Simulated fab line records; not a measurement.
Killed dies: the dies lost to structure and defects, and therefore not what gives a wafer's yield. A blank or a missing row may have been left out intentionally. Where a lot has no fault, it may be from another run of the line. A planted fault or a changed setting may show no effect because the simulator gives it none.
Problem report, 8D (eight disciplines) form, completed by code	flow sfq_line	the parts of the form that need people (team, actions taken, sign-off) are left out

== 1. THE ISSUE ==
At SFQ_TRILAYER_M1_LITHO_EXPOSE_040, exposure_dose_mJ_cm2 averages 18.889 over 5 wafers from 2 lots, while fault-free wafers read 14.402, standard deviation 0.014. That is +99 or more standard deviations from the usual mean.
The step: exposes mask M1, target cd 500 nm.
Earliest sighting: wafer L424.3 on krf_scanner-02 at day 26 15:32. The record has a number at this step for 41 wafers belonging to 14 lots. The rule behind "out" and "out of limits": a value lying over 4 standard deviations away from the usual mean. The other wafers with a number count as sound.

== 2. WHAT IT IS, WHAT IT ISN'T ==
question	is	is not
which readings at this step	exposure_dose_mJ_cm2	-
which lots	L424, L425	L417, L418, L419, L422, L423, L426, L427, L428, L433, L434, L435, L436
which wafers of those lots	all that have a number	-
read on which tools	krf_scanner-02	krf_scanner-01
when	from day 26 15:32	up to then (15 sound wafers); but 21 sound wafers of L426, L427, L428, L433, L434, L435, L436 came after

== 3. THE SUSPECTS, EACH WITH WHAT RULES IT OUT ==
Counting: a tool stays on the suspect list if, at a process step up to the reading, it processed all lots that are out and no sound lot following the first of them.
- krf_scanner-02 at SFQ_TRILAYER_M1_LITHO_EXPOSE_040 (exposes mask M1, target cd 500 nm): kept. Every lot that is out went through it, starting with L424 (day 26 15:32), and after that it ran no sound lot; the last sound lot it ran before then is L423 (day 25 19:56). On those wafers its own readings are out: exposure_dose_mJ_cm2.
After counting, what remains is krf_scanner-02 at SFQ_TRILAYER_M1_LITHO_EXPOSE_040.

== 4. THE CAUSE (what the simulator had put in) ==
Process parameter drift: krf_scanner-02, from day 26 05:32 on, at SFQ_TRILAYER_M1_LITHO_EXPOSE_040. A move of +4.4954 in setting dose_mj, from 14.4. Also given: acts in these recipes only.
This tool alone remained once counting was done.

== 5. THE CHAIN OF EFFECTS, in route order ==
Each row: a reading where the mean over the struck wafers with a number is more than 3 standard deviations away from the usual. Only readings whose record carries a usual standard deviation are examined. hours: median over the lots of the time between each lot's start at the first step of this table that gives one and its start at this step. sigmas: the change, counted in usual standard deviations.
hours	step	reading	usual	on struck wafers	change	sigmas
0	SFQ_TRILAYER_M1_LITHO_EXPOSE_040	exposure_dose_mJ_cm2	14.402	18.889	+4.487	+99 or more
Process steps it contains:
- SFQ_TRILAYER_M1_LITHO_EXPOSE_040: exposes mask M1, target cd 500 nm.

== 6. WHAT WOULD HAVE CAUGHT IT SOONER ==
First out-of-limits reading in this record: day 26 15:32, which is 10 hours after fault onset at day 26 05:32.
